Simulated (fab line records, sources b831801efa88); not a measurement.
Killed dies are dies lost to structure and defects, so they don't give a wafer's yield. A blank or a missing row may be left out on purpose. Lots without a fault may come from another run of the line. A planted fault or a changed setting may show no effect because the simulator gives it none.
fab line records | flow sky130
record lots=12 wafers=36 last_day=49
route steps=708 shown FIELD_ISO@18 NWELL@34 PAD_OPEN@708
lots that met no fault: from a run of the same line without faults
start_h: hours from the record's first day to the start of the lot's first wafer shown | wait_h: hours since the lot's step before | " the same as in the row above | L1.1+2: a row that stands for several wafers | - no value, or no start given | * or withheld: withheld | < > ~ a bound
route shown NAME@n: a module of which the file shows steps, and the number in the route of the first | usual: mean/standard deviation of fault-free wafers | same: alike in all rows | chamber/n: place in a boat | sites: the reading at each site | _std_site: their standard deviation | _edge_site: outer sites' mean less inner sites' | radius_mm: how far each site lies from the wafer's centre | mask NAME#n: copy n | behind: the tool/chamber that last shaped the wafer | hold: why the lot was held/for how many hours/how that ended | device: the transistor (n, p or np) that didn't switch | end of line: the same wafers' tests at the end of the route | a step without rows: its recipe alone | killed: dies lost to structure and defects at the first sort, not the wafer's yield | map: a wafer's dies, x killed, . not, _ none there
set.NAME: the setting as run; set.NAME@STEP: as run at that earlier step | model.NAME: the simulator's own value behind a step, which no gauge read
steps of the route over a sample of lots; a table a step, a row a wafer
services: from which hour (start_h, from the record's first day; less than 0 if before it) a tool's chamber was out of use, for how many hours, and why
## steps
# step SKY_FIELD_ISO_ETCH_17
# recipe target_depth_a=3420 mask_material=Si3N4 chemistry=HBr/Cl2/O2 target=Si taper_deg=5 icp_w=600 bias_w=150 pressure_mtorr=15 HBr_flow_sccm=150 Cl2_flow_sccm=40 O2_flow_sccm=6 time_s=97.7
# usual drypump_motor_current_A=5.6/0.3 mfc_cl2_sccm=39.99/0.12 oes_product_au=1.004/0.013 rf_fwd_power_W=595.7/2 run_length_s=126.0/0.42 throttle_valve_pct=25.655/0.012
# columns lot.wafer tool chamber start_h wait_h drypump_motor_current_A mfc_cl2_sccm oes_product_au rf_fwd_power_W rf_hours_counter_h run_length_s throttle_valve_pct
L532.2 rie_si-02 2 28.45 0.1 5.3 39.74 1.022 597.7 137 125.9 25.657
L532.3 " 3 " " 5.4 40.04 1.008 597.8 95 125.9 25.665
L532.4 " 0 " " 6.1 39.86 0.993 594.8 109 125.9 25.663
L533.1 rie_si-02 1 35.35 0.1 5.6 40.07 1.000 592.3 132 125.7 25.652
L533.5 " 2 " " 5.3 39.93 1.011 594.3 - 126.0 25.650
L533.6 " 3 " " 5.4 39.89 1.002 596.7 - 126.0 25.658
L534.2 rie_si-01 1 41.30 0.1 5.4 39.99 0.992 593.0 41 126.5 25.666
L534.3 " 0 " " 5.7 40.28 1.022 600.9 57 125.3 25.649
L534.5 " 2 " " 5.1 39.89 0.971 597.8 - 126.2 25.656
L535.1 rie_si-01 3 45.28 0.1 5.9 40.03 1.023 593.1 1 125.5 25.637
L535.4 " 0 " " 5.7 40.03 1.007 594.0 57 125.3 25.651
L535.5 " 0 " " 5.6 39.91 1.018 597.0 - 125.6 25.642
L538.3 rie_si-02 0 61.18 0.0 6.1 39.99 1.001 595.0 110 125.9 25.660
L538.5 " 0 " " 6.1 39.95 0.992 594.0 - 125.9 25.655
L538.6 " 2 " " 5.3 39.93 1.013 597.0 - 126.4 25.664
L543.3 rie_si-02 1 86.98 0.0 5.6 40.07 0.994 - 133 118.3 25.673
L543.5 " 3 " " 5.4 39.95 0.994 - - 118.5 25.650
L543.6 " 0 " " 6.1 39.96 0.997 - - 118.3 25.657
L545.1 rie_si-02 1 98.38 0.1 5.6 39.82 0.982 - 133 118.2 25.673
L545.2 " 0 " " 6.1 40.13 0.983 - 110 118.7 25.674
L545.4 " 2 " " 5.3 40.03 1.005 - 137 119.5 25.632
L546.2 rie_si-01 3 100.95 0.1 5.9 40.09 1.040 597.4 2 125.9 25.638
L546.3 " 0 " " 5.7 39.83 1.005 598.3 57 125.3 25.649
L546.6 " 1 " " 5.4 40.08 1.010 595.0 - 126.5 25.654
L548.1 rie_si-01 3 113.03 0.1 5.9 40.18 1.040 596.9 2 125.8 25.625
L548.2 " 2 " " 5.2 39.87 1.008 597.9 118 126.9 25.644
L548.5 " 2 " " 5.2 39.94 0.990 597.6 - 126.5 25.676
L550.2 rie_si-01 3 121.53 0.1 5.9 39.86 1.023 596.4 2 125.7 25.649
L550.3 " 2 " " 5.2 40.07 0.995 597.4 118 126.8 25.671
L550.4 " 1 " " 5.4 40.10 1.004 597.9 42 126.8 25.650
L551.1 rie_si-01 3 128.53 0.1 5.9 40.03 1.045 595.0 2 125.6 25.606
L551.2 " 0 " " 5.7 39.95 1.003 600.9 57 125.5 25.662
L551.6 " 2 " " 5.1 39.99 1.004 597.5 - 126.3 25.665
L553.2 rie_si-01 0 136.98 0.1 5.7 39.94 1.021 596.4 57 125.5 25.633
L553.4 " 1 " " 5.3 40.12 1.003 595.9 42 126.6 25.653
L553.5 " 1 " " 5.3 40.16 1.002 593.5 - 126.9 25.666
# step SKY_FIELD_ISO_THK_MEAS_25
# recipe reads=SiO2_of_FIELD_ISO_CVD_24
# usual FIELD_ISO_CVD_24_THK=599/5.6
# columns lot.wafer tool chamber start_h wait_h FIELD_ISO_CVD_24_THK[nm]
L532.2 film_metro-03 - 32.08 0.0 590
L532.3 " - " " 591
L532.4 " - " " 596
L533.1 film_metro-03 - 37.60 0.0 595
L533.5 " - " " 595
L533.6 " - " " 596
L534.2 film_metro-03 - 45.90 0.0 594
L534.3 " - " " 588
L534.5 " - " " 595
L535.1 film_metro-04 - 50.10 0.0 604
L535.4 " - " " 608
L535.5 " - " " 608
L538.3 film_metro-03 - 65.08 0.1 597
L538.5 " - " " 603
L538.6 " - " " 599
L543.3 film_metro-03 - 89.53 0.1 593
L543.5 " - " " 590
L543.6 " - " " 599
L545.1 film_metro-03 - 100.11 0.0 588
L545.2 " - " " 596
L545.4 " - " " 592
L546.2 film_metro-02 - 104.36 0.0 597
L546.3 " - " " 597
L546.6 " - " " 592
L548.1 film_metro-04 - 120.65 0.0 602
L548.2 " - " " 593
L548.5 " - " " 585
L550.2 film_metro-03 - 126.84 0.0 603
L550.3 " - " " 598
L550.4 " - " " 598
L551.1 film_metro-03 - 130.90 0.0 604
L551.2 " - " " 595
L551.6 " - " " 594
L553.2 film_metro-02 - 138.65 0.0 603
L553.4 " - " " 605
L553.5 " - " " 603
# step SKY_NWELL_THK_MEAS_02
# recipe reads=SiO2_of_NWELL_OXIDATION_01
# usual NWELL_OXIDATION_THK=9.94/0.18
# columns lot.wafer tool chamber start_h wait_h NWELL_OXIDATION_THK[nm]
L532.2 film_metro-02 - 38.88 0.0 9.86
L532.3 " - " " 10.09
L532.4 " - " " 9.99
L533.1 film_metro-03 - 44.59 0.0 9.99
L533.5 " - " " 10.06
L533.6 " - " " 10.04
L534.2 film_metro-03 - 54.93 0.0 9.96
L534.3 " - " " 9.91
L534.5 " - " " 9.98
L535.1 film_metro-03 - 57.81 0.0 10.02
L535.4 " - " " 9.97
L535.5 " - " " 9.89
L538.3 film_metro-02 - 69.91 0.0 9.94
L538.5 " - " " 9.96
L538.6 " - " " 10.05
L543.3 film_metro-01 - 93.40 0.0 9.68
L543.5 " - " " 9.63
L543.6 " - " " 9.82
L545.1 film_metro-02 - 105.61 0.0 10.02
L545.2 " - " " 9.86
L545.4 " - " " 9.98
L546.2 film_metro-02 - 114.16 0.0 10.09
L546.3 " - " " 9.94
L546.6 " - " " 9.99
L548.1 film_metro-02 - 128.10 0.0 9.98
L548.2 " - " " 9.60
L548.5 " - " " 9.98
L550.2 film_metro-02 - 133.38 0.0 10.12
L550.3 " - " " 9.93
L550.4 " - " " 10.27
L551.1 film_metro-03 - 137.18 0.0 9.72
L551.2 " - " " 9.71
L551.6 " - " " 9.91
L553.2 film_metro-02 - 143.10 0.0 9.66
L553.4 " - " " 9.59
L553.5 " - " " 9.61
# step SKY_NWELL_STRIP_14
# recipe chemistry=O2/N2 power_w=1400 pressure_mtorr=1500 platen_temp_c=withheld o2_flow_sccm=3000 n2_flow_sccm=300 overash_fraction=0.5
# usual drypump_motor_current_A=5.65/0.2 oes_product_au=0.723/0.0046 strip_time_to_endpoint_s=36.93/0.13
# columns lot.wafer tool chamber start_h wait_h drypump_motor_current_A oes_product_au rf_hours_counter_h strip_time_to_endpoint_s
L532.2 plasma_asher-02 1 86.61 0.1 5.25 0.726 38 36.75
L532.3 " 1 " " 5.24 0.722 - 36.81
L532.4 " 0 " " 5.78 0.723 - 36.63
L533.1 plasma_asher-01 1 93.65 0.1 5.46 0.723 42 37.14
L533.5 " 1 " " 5.46 0.720 - 36.94
L533.6 " 0 " " 5.60 0.723 - 37.12
L534.2 plasma_asher-01 1 105.16 0.1 5.45 0.715 43 36.93
L534.3 " 1 " " 5.45 0.724 - 36.83
L534.5 " 1 " " 5.45 0.723 - 36.98
L535.1 plasma_asher-02 0 108.31 0.1 5.75 0.724 40 36.67
L535.4 " 1 " " 5.25 0.719 - 36.79
L535.5 " 0 " " 5.77 0.731 - 36.70
L538.3 plasma_asher-04 1 122.68 0.1 5.92 0.734 - 36.95
L538.5 " 1 " " 5.94 0.720 - 37.08
L538.6 " 0 " " 5.65 0.721 - 36.95
L543.3 plasma_asher-01 1 147.90 0.1 5.45 0.720 - 36.97
L543.5 " 0 " " 5.56 0.723 - 37.01
L543.6 " 1 " " 5.45 0.724 - 36.86
L545.1 plasma_asher-01 1 162.95 0.1 5.48 0.725 6 36.96
L545.2 " 0 " " 5.59 0.718 6 36.91
L545.4 " 1 " " 5.46 0.730 - 36.89
L546.2 plasma_asher-02 0 171.95 0.1 5.76 0.716 48 37.05
L546.3 " 0 " " 5.71 0.720 - 37.08
L546.6 " 1 " " 5.27 0.723 - 37.08
L548.1 plasma_asher-04 1 189.31 0.1 5.95 0.724 53 36.79
L548.2 " 0 " " 5.67 0.722 53 36.80
L548.5 " 1 " " 5.91 0.729 - 36.85
L550.2 plasma_asher-04 1 194.60 0.1 5.94 0.724 54 37.01
L550.3 " 0 " " 5.67 0.721 - 37.00
L550.4 " 1 " " 5.94 0.721 - 36.97
L551.1 plasma_asher-01 0 198.42 0.1 5.61 0.723 10 36.88
L551.2 " 1 " " 5.44 0.725 10 36.78
L551.6 " 1 " " 5.45 0.715 - 36.91
L553.2 plasma_asher-01 1 205.30 0.1 5.47 0.721 10 37.08
L553.4 " 1 " " 5.47 0.724 - 37.00
L553.5 " 0 " " 5.59 0.723 - 37.10
# step SKY_PAD_OPEN_PROBE_99
# usual killed_at_M0_to_M3=42/7.5 killed_at_M4_up=3.2/1.7 killed_at_contacts=24/5.1 killed_at_front_end=15/4.1 killed_at_other=0.3/0.58 killed_dies=85/8.9 killed_open=46/6.4 killed_short=39/6
# same gross_dies=492 killed_at_back_side=0
# columns lot.wafer tool chamber start_h wait_h killed_at_M0_to_M3 killed_at_M4_up killed_at_contacts killed_at_front_end killed_at_other killed_dies killed_open killed_short
L532.2 prober-01 - 1071.13 0.1 36 2 20 11 1 70 41 28
L532.3 prober-01 - 1071.18 0.2 41 1 27 15 1 85 45 40
L532.4 prober-01 - 1071.23 0.2 29 2 18 21 0 70 38 32
L533.1 prober-02 - 1086.59 0.1 49 3 28 15 0 95 47 47
L533.5 prober-02 - 1086.79 0.2 43 4 23 8 0 78 41 37
L533.6 prober-02 - 1086.84 0.2 40 5 24 13 1 83 39 44
L534.2 prober-01 - 1094.40 0.1 49 1 21 22 0 93 38 55
L534.3 prober-01 - 1094.45 0.2 45 3 23 26 1 98 54 44
L534.5 prober-01 - 1094.55 0.2 53 0 22 20 0 95 59 36
L535.1 prober-02 - 1098.37 0.1 53 3 30 19 0 105 62 43
L535.4 prober-02 - 1098.52 0.2 36 4 26 18 1 85 49 36
L535.5 prober-02 - 1098.57 0.2 49 2 21 13 1 86 48 38
L538.3 prober-01 - 1113.79 0.2 40 5 24 11 0 80 43 37
L538.5 prober-01 - 1113.89 0.2 50 2 19 16 0 87 43 44
L538.6 prober-01 - 1113.94 0.2 54 2 16 8 1 81 46 35
L543.3 prober-01 - 1140.74 0.2 45 2 32 15 0 94 55 39
L543.5 prober-01 - 1140.84 0.2 47 3 23 14 0 87 47 40
L543.6 prober-01 - 1140.89 0.2 45 1 29 14 0 89 46 43
L545.1 prober-02 - 1154.01 0.1 54 2 19 10 0 85 45 40
L545.2 prober-02 - 1154.06 0.1 53 5 21 11 0 90 50 40
L545.4 prober-02 - 1154.16 0.2 49 3 26 13 0 91 51 39
L546.2 prober-01 - 1161.40 0.1 40 5 24 18 1 88 51 37
L546.3 prober-01 - 1161.45 0.2 46 0 30 18 0 94 50 44
L546.6 prober-01 - 1161.60 0.2 63 4 28 11 0 106 66 39
L548.1 prober-02 - 1176.99 0.1 46 4 25 18 1 94 53 41
L548.2 prober-02 - 1177.04 0.1 39 1 21 15 1 77 43 33
L548.5 prober-02 - 1177.19 0.2 41 3 23 16 0 83 42 40
L550.2 prober-01 - 1177.40 0.1 39 4 24 12 0 79 41 38
L550.3 prober-01 - 1177.45 0.2 38 4 28 12 0 82 40 42
L550.4 prober-01 - 1177.50 0.2 45 6 23 11 2 87 51 36
L551.1 prober-02 - 1183.53 0.1 42 1 28 16 0 87 47 40
L551.2 prober-02 - 1183.58 0.1 47 4 14 11 0 76 43 33
L551.6 prober-02 - 1183.78 0.2 39 2 33 7 0 81 50 31
L553.2 prober-01 - 1184.70 0.1 36 2 14 17 0 69 43 25
L553.4 prober-01 - 1184.80 0.2 61 3 15 21 0 100 50 50
L553.5 prober-01 - 1184.85 0.2 32 3 21 10 0 66 38 27
# killed by level:class
L532.2 VIA1:geometric_particle:open=9 VIA2:geometric_particle:open=8 CONTACT:geometric_particle:open=7 METAL2:geometric_particle:short=6 LI_CONTACT:geometric_particle:open=5 VIA3:geometric_particle:short=5 FIELD_ISO:geometric_particle:open=4 POLY_GATE:geometric_particle:open=3
L532.3 VIA3:geometric_particle:open=8 VIA2:geometric_particle:open=8 CONTACT:geometric_particle:open=7 METAL1:geometric_particle:short=6 CONTACT:geometric_particle:short=6 VIA1:geometric_particle:open=6 LI_CONTACT:geometric_particle:short=5 LI_CONTACT:geometric_particle:open=5
L532.4 FIELD_ISO:geometric_particle:short=7 CONTACT:geometric_particle:open=7 FIELD_ISO:geometric_particle:open=6 METAL2:geometric_particle:short=6 LI_CONTACT:geometric_particle:open=5 VIA1:geometric_particle:open=5 POLY_GATE:geometric_particle:open=4 VIA1:geometric_particle:short=3
L533.1 VIA2:geometric_particle:open=12 VIA1:geometric_particle:open=9 CONTACT:geometric_particle:open=8 LI_CONTACT:geometric_particle:open=7 VIA1:geometric_particle:short=7 LOCAL_INTERCONNECT:geometric_particle:short=6 CONTACT:geometric_particle:short=6 METAL1:geometric_particle:short=6
L533.5 VIA2:geometric_particle:open=10 VIA1:geometric_particle:open=9 LOCAL_INTERCONNECT:geometric_particle:short=6 LI_CONTACT:geometric_particle:short=5 LI_CONTACT:geometric_particle:open=5 CONTACT:geometric_particle:open=5 METAL1:geometric_particle:short=5 METAL2:geometric_particle:short=5
L533.6 CONTACT:geometric_particle:open=9 METAL1:geometric_particle:short=7 VIA1:geometric_particle:open=7 VIA3:geometric_particle:open=6 FIELD_ISO:geometric_particle:short=5 METAL2:geometric_particle:short=5 METAL4:geometric_particle:short=5 LI_CONTACT:geometric_particle:open=4
L534.2 VIA1:geometric_particle:short=12 POLY_GATE:geometric_particle:short=11 METAL2:geometric_particle:short=11 CONTACT:geometric_particle:open=8 LI_CONTACT:geometric_particle:open=7 VIA3:geometric_particle:open=6 FIELD_ISO:geometric_particle:short=5 CONTACT:geometric_particle:short=5
L534.3 VIA1:geometric_particle:open=13 LI_CONTACT:geometric_particle:open=8 FIELD_ISO:geometric_particle:short=7 VIA2:geometric_particle:open=7 CONTACT:geometric_particle:open=6 FIELD_ISO:geometric_particle:open=5 POLY_GATE:geometric_particle:open=5 CONTACT:geometric_particle:short=5
L534.5 VIA1:geometric_particle:open=14 CONTACT:geometric_particle:open=13 FIELD_ISO:geometric_particle:open=10 LI_CONTACT:geometric_particle:open=9 METAL2:geometric_particle:short=8 VIA3:geometric_particle:open=8 VIA1:geometric_particle:short=7 METAL1:geometric_particle:short=6
L535.1 VIA1:geometric_particle:open=14 LI_CONTACT:geometric_particle:open=11 CONTACT:geometric_particle:open=8 METAL1:geometric_particle:short=7 VIA1:geometric_particle:short=7 VIA2:geometric_particle:open=7 CONTACT:geometric_particle:short=5 METAL2:geometric_particle:short=5
L535.4 VIA1:geometric_particle:open=10 CONTACT:geometric_particle:open=8 FIELD_ISO:geometric_particle:open=6 POLY_GATE:geometric_particle:open=5 LI_CONTACT:geometric_particle:open=5 LOCAL_INTERCONNECT:geometric_particle:short=4 CONTACT:geometric_particle:short=4 METAL2:geometric_particle:short=4
L535.5 CONTACT:geometric_particle:open=9 VIA1:geometric_particle:open=9 METAL2:geometric_particle:short=8 VIA2:geometric_particle:open=8 VIA1:geometric_particle:short=6 LI_CONTACT:geometric_particle:open=5 POLY_GATE:geometric_particle:short=4 POLY_GATE:geometric_particle:open=4
L538.3 CONTACT:geometric_particle:open=8 METAL2:geometric_particle:short=7 LI_CONTACT:geometric_particle:open=6 LI_CONTACT:geometric_particle:short=5 METAL2:geometric_particle:open=5 METAL3:geometric_particle:short=5 VIA3:geometric_particle:open=5 LOCAL_INTERCONNECT:geometric_particle:short=4
L538.5 METAL2:geometric_particle:short=10 FIELD_ISO:geometric_particle:short=8 VIA1:geometric_particle:open=8 VIA3:geometric_particle:open=8 CONTACT:geometric_particle:open=8 VIA2:geometric_particle:open=6 METAL1:geometric_particle:short=5 CONTACT:geometric_particle:short=4
L538.6 VIA3:geometric_particle:open=10 METAL2:geometric_particle:short=9 VIA2:geometric_particle:open=9 VIA1:geometric_particle:open=7 LI_CONTACT:geometric_particle:open=6 CONTACT:geometric_particle:open=5 VIA1:geometric_particle:short=5 VIA2:geometric_particle:short=5
L543.3 CONTACT:geometric_particle:open=15 LI_CONTACT:geometric_particle:open=12 VIA1:geometric_particle:open=11 METAL1:geometric_particle:short=7 FIELD_ISO:geometric_particle:short=6 VIA3:geometric_particle:open=5 VIA2:geometric_particle:open=5 VIA1:geometric_particle:short=5
L543.5 VIA1:geometric_particle:open=10 CONTACT:geometric_particle:open=7 LI_CONTACT:geometric_particle:open=6 LI_CONTACT:geometric_particle:short=5 METAL1:geometric_particle:short=5 METAL2:geometric_particle:open=5 METAL1:geometric_particle:open=4 VIA1:geometric_particle:short=4
L543.6 VIA1:geometric_particle:open=10 CONTACT:geometric_particle:open=9 LI_CONTACT:geometric_particle:open=8 METAL2:geometric_particle:short=8 LOCAL_INTERCONNECT:geometric_particle:short=6 VIA3:geometric_particle:open=6 VIA2:geometric_particle:open=5 CONTACT:geometric_particle:short=4
L545.1 VIA1:geometric_particle:open=11 METAL1:geometric_particle:short=8 VIA2:geometric_particle:open=8 CONTACT:geometric_particle:open=7 VIA3:geometric_particle:open=7 CONTACT:geometric_particle:short=4 VIA3:geometric_particle:short=4 LI_CONTACT:geometric_particle:open=3
L545.2 CONTACT:geometric_particle:open=11 VIA1:geometric_particle:open=11 VIA1:geometric_particle:short=8 VIA2:geometric_particle:open=8 VIA3:geometric_particle:open=6 METAL1:geometric_particle:short=6 LI_CONTACT:geometric_particle:open=4 METAL3:geometric_particle:short=4
L545.4 CONTACT:geometric_particle:open=15 VIA1:geometric_particle:open=10 METAL2:geometric_particle:short=9 VIA2:geometric_particle:open=6 VIA3:geometric_particle:open=6 POLY_GATE:geometric_particle:short=5 VIA2:geometric_particle:short=5 LI_CONTACT:geometric_particle:open=4
L546.2 VIA1:geometric_particle:open=14 CONTACT:geometric_particle:open=12 VIA3:geometric_particle:open=8 POLY_GATE:geometric_particle:short=6 FIELD_ISO:geometric_particle:open=5 VIA2:geometric_particle:open=5 FIELD_ISO:geometric_particle:short=4 VIA2:geometric_particle:short=4
L546.3 CONTACT:geometric_particle:open=13 VIA3:geometric_particle:open=10 VIA1:geometric_particle:open=7 METAL3:geometric_particle:short=7 LI_CONTACT:geometric_particle:open=5 LOCAL_INTERCONNECT:geometric_particle:short=5 CONTACT:geometric_particle:short=5 FIELD_ISO:geometric_particle:open=4
L546.6 LI_CONTACT:geometric_particle:open=13 VIA3:geometric_particle:open=11 VIA1:geometric_particle:open=11 CONTACT:geometric_particle:open=8 METAL2:geometric_particle:short=8 VIA2:geometric_particle:open=8 FIELD_ISO:geometric_particle:open=5 VIA1:geometric_particle:short=5
L548.1 VIA1:geometric_particle:open=21 CONTACT:geometric_particle:open=9 VIA2:geometric_particle:open=6 FIELD_ISO:geometric_particle:open=5 CONTACT:geometric_particle:short=5 FIELD_ISO:geometric_particle:short=4 METAL2:geometric_particle:short=4 POLY_GATE:geometric_particle:open=4
L548.2 CONTACT:geometric_particle:open=11 VIA1:geometric_particle:open=7 FIELD_ISO:geometric_particle:short=6 VIA3:geometric_particle:open=6 POLY_GATE:geometric_particle:open=4 METAL1:geometric_particle:short=4 VIA1:geometric_particle:short=4 METAL2:geometric_particle:short=4
L548.5 VIA1:geometric_particle:short=7 CONTACT:geometric_particle:open=6 POLY_GATE:geometric_particle:open=6 CONTACT:geometric_particle:short=6 METAL2:geometric_particle:short=6 VIA1:geometric_particle:open=6 LI_CONTACT:geometric_particle:open=5 VIA3:geometric_particle:open=5
L550.2 CONTACT:geometric_particle:open=9 VIA3:geometric_particle:open=8 VIA1:geometric_particle:short=6 VIA2:geometric_particle:open=6 LOCAL_INTERCONNECT:geometric_particle:short=5 METAL1:geometric_particle:short=5 POLY_GATE:geometric_particle:short=4 POLY_GATE:geometric_particle:open=4
L550.3 CONTACT:geometric_particle:open=11 VIA1:geometric_particle:open=9 LOCAL_INTERCONNECT:geometric_particle:short=6 CONTACT:geometric_particle:short=6 METAL3:geometric_particle:short=6 FIELD_ISO:geometric_particle:short=5 VIA3:geometric_particle:open=5 FIELD_ISO:geometric_particle:open=4
L550.4 VIA1:geometric_particle:open=12 CONTACT:geometric_particle:open=11 LI_CONTACT:geometric_particle:open=6 VIA1:geometric_particle:short=6 METAL2:geometric_particle:short=6 METAL1:geometric_particle:short=5 VIA2:geometric_particle:open=5 VIA3:geometric_particle:open=5
L551.1 LI_CONTACT:geometric_particle:open=9 CONTACT:geometric_particle:open=9 VIA1:geometric_particle:open=9 METAL1:geometric_particle:short=7 FIELD_ISO:geometric_particle:short=6 POLY_GATE:geometric_particle:open=6 VIA1:geometric_particle:short=6 LOCAL_INTERCONNECT:geometric_particle:short=5
L551.2 VIA1:geometric_particle:open=13 VIA3:geometric_particle:open=9 CONTACT:geometric_particle:open=7 POLY_GATE:geometric_particle:short=6 VIA2:geometric_particle:open=6 VIA1:geometric_particle:short=5 METAL2:geometric_particle:short=4 FIELD_ISO:geometric_particle:short=3
L551.6 CONTACT:geometric_particle:open=13 VIA1:geometric_particle:open=12 VIA2:geometric_particle:open=7 LI_CONTACT:geometric_particle:open=6 CONTACT:geometric_particle:short=6 VIA1:geometric_particle:short=6 LOCAL_INTERCONNECT:geometric_particle:short=5 METAL1:geometric_particle:short=4
L553.2 VIA1:geometric_particle:open=9 LI_CONTACT:geometric_particle:open=7 VIA3:geometric_particle:open=7 CONTACT:geometric_particle:open=5 VIA2:geometric_particle:open=5 FIELD_ISO:geometric_particle:short=4 METAL2:geometric_particle:short=3 FIELD_ISO:geometric_particle:open=2
L553.4 VIA3:geometric_particle:open=13 VIA2:geometric_particle:open=7 POLY_GATE:geometric_particle:short=7 CONTACT:geometric_particle:open=7 VIA1:geometric_particle:open=7 VIA2:geometric_particle:short=6 VIA3:geometric_particle:short=6 METAL1:geometric_particle:short=6
L553.5 VIA1:geometric_particle:open=11 LI_CONTACT:geometric_particle:open=8 LOCAL_INTERCONNECT:geometric_particle:short=6 VIA1:geometric_particle:short=5 CONTACT:geometric_particle:open=4 VIA3:geometric_particle:open=4 VIA2:geometric_particle:open=3 FIELD_ISO:geometric_particle:open=2
## services
# columns tool chamber start_h hours kind
rie_si-02 1 60.98 8.8 repair
plasma_asher-04 - 73.52 14.6 pm
plasma_asher-02 - 79.76 3.7 repair
plasma_asher-01 - 108.79 9.0 pm
plasma_asher-01 0 108.79 9.0 vent_cycle
plasma_asher-01 1 108.79 9.0 vent_cycle
plasma_asher-01 0 117.79 - clean
plasma_asher-01 1 117.79 - clean
rie_si-02 2 136.57 - clean
rie_si-02 2 136.57 17.5 scheduled_down
rie_si-02 2 136.57 17.5 vent_cycle
plasma_asher-02 - 146.76 0.5 repair
rie_si-02 1 154.11 - clean
rie_si-02 1 154.11 17.4 scheduled_down
rie_si-02 1 154.11 17.4 vent_cycle
rie_si-01 - 168.32 13.1 repair
plasma_asher-02 - 185.47 13.6 repair
plasma_asher-01 - 191.64 2.0 repair
## key
first_sign step=SKY_FIELD_ISO_ETCH_17 reading=run_length_s direction=down sigmas=17 usual=* struck=*
effect none on later readings
met_at SKY_FIELD_ISO_ETCH_17
struck_lots L543,L545
tester_left_out L543,L545
not_acting_at SKY_FIELD_ISO_THK_MEAS_25,SKY_NWELL_THK_MEAS_02,SKY_NWELL_STRIP_14
onset_between 61.18 86.98
fault kind=process_parameter_drift tool=rie_si-02 chamber=- onset_h=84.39 steps=SKY_FIELD_ISO_ETCH_17 channel=time_s offset=* shape=step end_h=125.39 acts_in=* stated=*
# tester_left_out: of these lots the tester's yield and bins aren't shown, on N5 and GAA mostly nor the transistor test; their killed dies are dies lost to structure and defects alone, not to doping, threshold or leakage, so they don't give the yield
